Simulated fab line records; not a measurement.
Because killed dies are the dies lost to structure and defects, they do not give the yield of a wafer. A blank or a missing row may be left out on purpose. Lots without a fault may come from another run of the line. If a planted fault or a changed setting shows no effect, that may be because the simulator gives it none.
A struck lot beside a sound one | flow gf180mcu | 19 steps out of a route of 602
Sound: the wafers L409.2, L409.3, L409.5. The struck wafers were L418.2, L418.3, L418.6. The cause comes at the end.
For every step that has rows: the tool of each side, followed by ch and its chambers, followed by its first start. Under that, the readings that differ: sound wafers | struck wafers | difference of the means | sigmas: that difference in standard deviations of wafers without a fault.
alike: same words and numbers on both sides, and readings whose means sit less than 2 such deviations apart. not compared: any withheld reading, any reading some wafer has no value for, any bound like >300 that may hide the same value, and any number with overlapping values for which the record gives no deviation.
The two part at a step that has a row with sigmas, a row that says differs or no value, or rows on one side only. Numbers that have no deviation but don't overlap get no sigmas and don't part them. Lack of a reading on every wafer of one side parts them only where that side has two or more wafers.

first, 2 steps without rows for these wafers: GF_DUAL_GATE_PEB_09; GF_DUAL_GATE_DEVELOP_10 (develop time 60 s).
GF_DUAL_GATE_OVL_MEAS_11:
  sound on overlay-02, day 10 07:04; struck on overlay-02, day 12 15:25
  alike: DUAL_GATE_OVL
then, 1 step without rows for these wafers: GF_DUAL_GATE_WET_ETCH_12 (etches SiO2 in dHF, target depth 13 nm, time 260 s).
GF_DUAL_GATE_STRIP_13: strips in O2/N2.
  sound on plasmaAsher-01 ch 0, day 10 07:11; struck on plasmaAsher-02 ch 0,1, day 12 15:31
  alike: drypumpMotorCurrentA, heaterPowerW, oesProductAu, stripTimeToEndpointS
  not compared: rfHoursCounterH
then, 3 steps without rows for these wafers: GF_DUAL_GATE_CLEAN_14 (cleans in SC1/SC2, time 150 s); GF_DUAL_GATE_OXIDATION_15 (stabilise 600 s, purge 300 s, target thk 7.098 nm); GF_POLY_GATE_CVD_00 (deposits poly-Si, target thk 200 nm, time 1200 s).
GF_POLY_GATE_THK_MEAS_01:
  sound on filmMetro-02, day 10 10:14; struck on filmMetro-02, day 12 19:59
  alike: POLY_GATE_CVD_00_THK
then, 3 steps without rows for these wafers: GF_POLY_GATE_DEHYDRATE_02 (time 60 s); GF_POLY_GATE_HMDS_03 (prime time 60 s); GF_POLY_GATE_COAT_04.
GF_POLY_GATE_COAT_05: resist thk 700 nm.
  sound on lithoTrack-04 ch 0, day 10 19:00; struck on lithoTrack-03 ch 0, day 13 05:00
reading                                   | sound             | struck        | difference | sigmas
model.KrF_of_POLY_GATE_COAT_05.thkNm (nm) | 698.5 700.8 698.5 | 712 713.4 711 | +13        | 
then, 3 steps without rows for these wafers: GF_POLY_GATE_SOFTBAKE_06 (time 60 s); GF_POLY_GATE_EXPOSE_07 (exposes mask Poly2, target cd 280 nm); GF_POLY_GATE_PEB_08 (peb time 90 s).
GF_POLY_GATE_DEVELOP_09: develop time 60 s.
  sound on lithoTrack-04 ch 0, day 11 04:31; struck on lithoTrack-04 ch 0, day 13 15:34
reading                                   | sound             | struck            | difference | sigmas
model.KrF_of_POLY_GATE_COAT_05.thkNm (nm) | 683.6 685.8 683.6 | 697.1 698.5 696.1 | +12.9      | 
GF_POLY_GATE_CD_MEAS_10: the cd target is 280 nm.
  sound on cdSem-01, day 11 04:40; struck on cdSem-01, day 13 15:43
  alike: cdNm
GF_PASSIVATION_PROBE_99:
  rows exist in the record for the sound wafers here (prober-02, day 31 06:34), none for the struck ones

WHERE THEY PART
GF_PASSIVATION_PROBE_99 only, going by this record.

WHY: whatever the simulator had introduced
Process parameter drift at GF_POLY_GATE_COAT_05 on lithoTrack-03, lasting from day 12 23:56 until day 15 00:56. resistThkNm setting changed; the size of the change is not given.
